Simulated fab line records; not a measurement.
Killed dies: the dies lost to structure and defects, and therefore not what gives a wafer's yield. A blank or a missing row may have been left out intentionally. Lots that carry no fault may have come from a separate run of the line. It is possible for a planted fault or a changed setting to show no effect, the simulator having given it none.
Which tool did it? :: flow sky130 :: 39 wafers from 13 lots sampled at 4 of the route's 708 steps

== WHAT THE GAUGES READ, wafer by wafer ==
SKY_METAL1_THK_MEAS_06: measures by xrf. Usual: for METAL1_ALCU_THK the level is 253.7 nm and the standard deviation is 2.7.
lot: L563
measured: day 32 02:53
on: film-metro-04
METAL1_ALCU_THK (nm): 258.2 257.0 257.9
flag: 

lot: L564
measured: day 32 04:04
on: film-metro-04
METAL1_ALCU_THK (nm): 254.8 256.6 256.2
flag: 

lot: L565
measured: day 32 15:22
on: film-metro-02
METAL1_ALCU_THK (nm): 252.5 252.2 251.2
flag: 

lot: L566
measured: day 33 09:55
on: film-metro-01
METAL1_ALCU_THK (nm): 257.3 250.0 252.5
flag: 

lot: L567
measured: day 33 19:37
on: film-metro-01
METAL1_ALCU_THK (nm): 252.3 255.1 255.2
flag: 

lot: L569
measured: day 33 19:56
on: film-metro-02
METAL1_ALCU_THK (nm): 249.0 250.4 248.4
flag: 

lot: L571
measured: day 35 09:22
on: film-metro-01
METAL1_ALCU_THK (nm): 256.3 255.3 254.7
flag: 

lot: L575
measured: day 36 07:23
on: film-metro-01
METAL1_ALCU_THK (nm): 253.7 254.9 256.0
flag: 

lot: L577
measured: day 37 01:25
on: film-metro-02
METAL1_ALCU_THK (nm): 252.1 252.2 253.2
flag: 

lot: L580
measured: day 37 11:10
on: film-metro-01
METAL1_ALCU_THK (nm): 249.5 250.6 255.2
flag: 

lot: L581
measured: day 37 14:10
on: film-metro-04
METAL1_ALCU_THK (nm): 254.0 255.5 254.4
flag: 

lot: L582
measured: day 38 03:05
on: film-metro-01
METAL1_ALCU_THK (nm): 258.9 255.2 257.8
flag: 

lot: L583
measured: day 38 05:44
on: film-metro-01
METAL1_ALCU_THK (nm): 248.4 250.3 250.5
flag: 

SKY_VIA1_THK_MEAS_23: measures by xrf. Usual: for VIA1_W_THK the level is 275 nm and the standard deviation is 3.1.
lot: L563
measured: day 34 10:22
on: film-metro-02
VIA1_W_THK (nm): 275 276 274
flag: 

lot: L564
measured: day 34 11:47
on: film-metro-03
VIA1_W_THK (nm): 272 273 272
flag: 

lot: L565
measured: day 35 00:23
on: film-metro-02
VIA1_W_THK (nm): 276 275 274
flag: 

lot: L566
measured: day 35 17:31
on: film-metro-02
VIA1_W_THK (nm): 278 277 276
flag: 

lot: L567
measured: day 36 02:41
on: film-metro-04
VIA1_W_THK (nm): 281 280 276
flag: 

lot: L569
measured: day 36 02:43
on: film-metro-03
VIA1_W_THK (nm): 275 280 278
flag: 

lot: L571
measured: day 37 16:23
on: film-metro-04
VIA1_W_THK (nm): 276 274 269
flag: 

lot: L575
measured: day 38 14:51
on: film-metro-03
VIA1_W_THK (nm): 279 279 273
flag: 

lot: L577
measured: day 39 07:28
on: film-metro-03
VIA1_W_THK (nm): 279 275 276
flag: 

lot: L580
measured: day 39 16:41
on: film-metro-04
VIA1_W_THK (nm): 273 270 270
flag: 

lot: L581
measured: day 39 19:29
on: film-metro-02
VIA1_W_THK (nm): 275 278 271
flag: 

lot: L582
measured: day 40 08:40
on: film-metro-04
VIA1_W_THK (nm): 270 273 272
flag: 

lot: L583
measured: day 40 10:25
on: film-metro-03
VIA1_W_THK (nm): 278 277 278
flag: 

== EACH LOT AND THE TOOL THAT RAN IT (in order: tool; ch and the chambers of the sampled wafers; start) ==
lot: L563
SKY_VT_ADJUST_LVTN_EXPOSE_15: iline-stepper-02 ch 0, day 7 10:40
SKY_CONTACT_CMP_27: cmp-02 ch 1,2,3, day 32 02:19

lot: L564
SKY_VT_ADJUST_LVTN_EXPOSE_15: iline-stepper-02 ch 0, day 7 15:14
SKY_CONTACT_CMP_27: cmp-02 ch 0,2,3, day 32 03:30

lot: L565
SKY_VT_ADJUST_LVTN_EXPOSE_15: iline-stepper-02 ch 0, day 7 20:13
SKY_CONTACT_CMP_27: cmp-02 ch 0,2,3, day 32 14:54

lot: L566
SKY_VT_ADJUST_LVTN_EXPOSE_15: iline-stepper-02 ch 0, day 8 08:13
SKY_CONTACT_CMP_27: cmp-02 ch 1,2,3, day 33 09:28

lot: L567
SKY_VT_ADJUST_LVTN_EXPOSE_15: iline-stepper-01 ch 0, day 8 14:11
SKY_CONTACT_CMP_27: cmp-02 ch 1,2, day 33 19:04

lot: L569
SKY_VT_ADJUST_LVTN_EXPOSE_15: iline-stepper-01 ch 0, day 8 22:19
SKY_CONTACT_CMP_27: cmp-02 ch 0,1, day 33 19:22

lot: L571
SKY_VT_ADJUST_LVTN_EXPOSE_15: iline-stepper-01 ch 0, day 9 17:37
SKY_CONTACT_CMP_27: cmp-02 ch 0,1,2, day 35 08:48

lot: L575
SKY_VT_ADJUST_LVTN_EXPOSE_15: iline-stepper-02 ch 0, day 10 18:25
SKY_CONTACT_CMP_27: cmp-02 ch 1,2,3, day 36 06:52

lot: L577
SKY_VT_ADJUST_LVTN_EXPOSE_15: iline-stepper-02 ch 0, day 11 06:17
SKY_CONTACT_CMP_27: cmp-01 ch 0,2, day 37 00:55

lot: L580
SKY_VT_ADJUST_LVTN_EXPOSE_15: iline-stepper-01 ch 0, day 12 05:52
SKY_CONTACT_CMP_27: cmp-02 ch 0,2,3, day 37 10:35

lot: L581
SKY_VT_ADJUST_LVTN_EXPOSE_15: iline-stepper-01 ch 0, day 12 07:13
SKY_CONTACT_CMP_27: cmp-02 ch 2,3, day 37 13:36

lot: L582
SKY_VT_ADJUST_LVTN_EXPOSE_15: iline-stepper-01 ch 0, day 12 18:43
SKY_CONTACT_CMP_27: cmp-02 ch 2,3, day 38 02:33

lot: L583
SKY_VT_ADJUST_LVTN_EXPOSE_15: iline-stepper-01 ch 0, day 12 23:40
SKY_CONTACT_CMP_27: cmp-01 ch 0,2,3, day 38 05:09
- SKY_VT_ADJUST_LVTN_EXPOSE_15: exposes mask HVN STD DERIVED, target cd 600 nm.
- SKY_CONTACT_CMP_27: polishes, stops on SiO2, t overpolish 15 s, target thk 0 nm.

== WHAT THE TOOLS THEMSELVES READ (means of the sampled wafers that have a number; where no wafer has one, the mark that the record gives instead) ==
SKY_VT_ADJUST_LVTN_EXPOSE_15. Usual: exposure-dose-mJ-cm2 163.01, standard deviation 0.15.
lot: L563
tool: iline-stepper-02
exposure-dose-mJ-cm2: 163.04
flag: 

lot: L564
tool: iline-stepper-02
exposure-dose-mJ-cm2: 163.15
flag: 

lot: L565
tool: iline-stepper-02
exposure-dose-mJ-cm2: 163.02
flag: 

lot: L566
tool: iline-stepper-02
exposure-dose-mJ-cm2: 162.91
flag: 

lot: L567
tool: iline-stepper-01
exposure-dose-mJ-cm2: 163.02
flag: 

lot: L569
tool: iline-stepper-01
exposure-dose-mJ-cm2: 163.11
flag: 

lot: L571
tool: iline-stepper-01
exposure-dose-mJ-cm2: 163.02
flag: 

lot: L575
tool: iline-stepper-02
exposure-dose-mJ-cm2: 154.79
flag: OFF

lot: L577
tool: iline-stepper-02
exposure-dose-mJ-cm2: 154.93
flag: OFF

lot: L580
tool: iline-stepper-01
exposure-dose-mJ-cm2: 163.00
flag: 

lot: L581
tool: iline-stepper-01
exposure-dose-mJ-cm2: 162.80
flag: 

lot: L582
tool: iline-stepper-01
exposure-dose-mJ-cm2: 163.04
flag: 

lot: L583
tool: iline-stepper-01
exposure-dose-mJ-cm2: 162.80
flag: 

SKY_CONTACT_CMP_27. Usual: head-pressure-psi 3.500 psi, standard deviation 0.0068; motor-current-A 10.9 A, standard deviation 1; overpolish-run-s 15.002 s, standard deviation 0.0093; time-to-endpoint-s 80.7 s, standard deviation 3.
lot: L563
tool: cmp-02
head-pressure-psi (psi): 3.500
motor-current-A (A): 10.6
overpolish-run-s (s): 15.001
time-to-endpoint-s (s): 79.6
flag: 

lot: L564
tool: cmp-02
head-pressure-psi (psi): 3.503
motor-current-A (A): 10.9
overpolish-run-s (s): 15.006
time-to-endpoint-s (s): 84.0
flag: 

lot: L565
tool: cmp-02
head-pressure-psi (psi): 3.498
motor-current-A (A): 10.6
overpolish-run-s (s): 15.001
time-to-endpoint-s (s): 80.0
flag: 

lot: L566
tool: cmp-02
head-pressure-psi (psi): 3.503
motor-current-A (A): 10.2
overpolish-run-s (s): 15.003
time-to-endpoint-s (s): 82.0
flag: 

lot: L567
tool: cmp-02
head-pressure-psi (psi): 3.500
motor-current-A (A): 9.9
overpolish-run-s (s): 15.007
time-to-endpoint-s (s): 77.8
flag: 

lot: L569
tool: cmp-02
head-pressure-psi (psi): 3.495
motor-current-A (A): 11.2
overpolish-run-s (s): 15.003
time-to-endpoint-s (s): 81.9
flag: 

lot: L571
tool: cmp-02
head-pressure-psi (psi): 3.496
motor-current-A (A): 10.9
overpolish-run-s (s): 15.007
time-to-endpoint-s (s): 78.8
flag: 

lot: L575
tool: cmp-02
head-pressure-psi (psi): 3.498
motor-current-A (A): 10.3
overpolish-run-s (s): 14.996
time-to-endpoint-s (s): 79.8
flag: 

lot: L577
tool: cmp-01
head-pressure-psi (psi): 3.506
motor-current-A (A): 12.7
overpolish-run-s (s): 15.002
time-to-endpoint-s (s): 87.2
flag: 

lot: L580
tool: cmp-02
head-pressure-psi (psi): 3.497
motor-current-A (A): 10.6
overpolish-run-s (s): 15.000
time-to-endpoint-s (s): 78.1
flag: 

lot: L581
tool: cmp-02
head-pressure-psi (psi): 3.500
motor-current-A (A): 10.6
overpolish-run-s (s): 14.994
time-to-endpoint-s (s): 78.7
flag: 

lot: L582
tool: cmp-02
head-pressure-psi (psi): 3.491
motor-current-A (A): 9.9
overpolish-run-s (s): 14.997
time-to-endpoint-s (s): 79.5
flag: 

lot: L583
tool: cmp-01
head-pressure-psi (psi): 3.499
motor-current-A (A): 12.1
overpolish-run-s (s): 15.000
time-to-endpoint-s (s): 83.3
flag: 

== THE ANSWER, worked out from the rows above alone ==
Rule: a lot is off if the mean of its wafers that have a number lies more than 3 standard deviations from the usual mean. Also off: a lot with no number at a reading for which 4 or more lots have one. Any other lot the step has rows for is counted as sound. First the gauges in route order, then the tools' own readings, where a lot's mean is used as printed above. At the first step where some lot is off, the reading lying furthest off is the one used; lots without a number count as furthest.
Off: L575, L577 (SKY_VT_ADJUST_LVTN_EXPOSE_15, exposure-dose-mJ-cm2).
A tool fits if, at that step or a process step before it, it ran every lot that is off, and no sound lot after the first of them. One fits: SKY_VT_ADJUST_LVTN_EXPOSE_15 on iline-stepper-02. A fault onset in the window from L566 (day 8 08:13, its last sound lot) to L575 (day 10 18:25, its first lot off) fits.
The tool's own readings at SKY_VT_ADJUST_LVTN_EXPOSE_15 bear it out: on the lots that are off they differ by more than 5 times the standard deviation of the sound lots' means. exposure-dose-mJ-cm2 reads 154.86 there against 162.99 on the sound lots.

== WHAT HAD BEEN PUT IN BY THE SIMULATOR ==
Process parameter drift: iline-stepper-02, from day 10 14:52 on, at SKY_VT_ADJUST_LVTN_EXPOSE_15. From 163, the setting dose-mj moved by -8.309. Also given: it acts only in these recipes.
Struck lots among those shown: L575, L577. The same result came from the rule above.
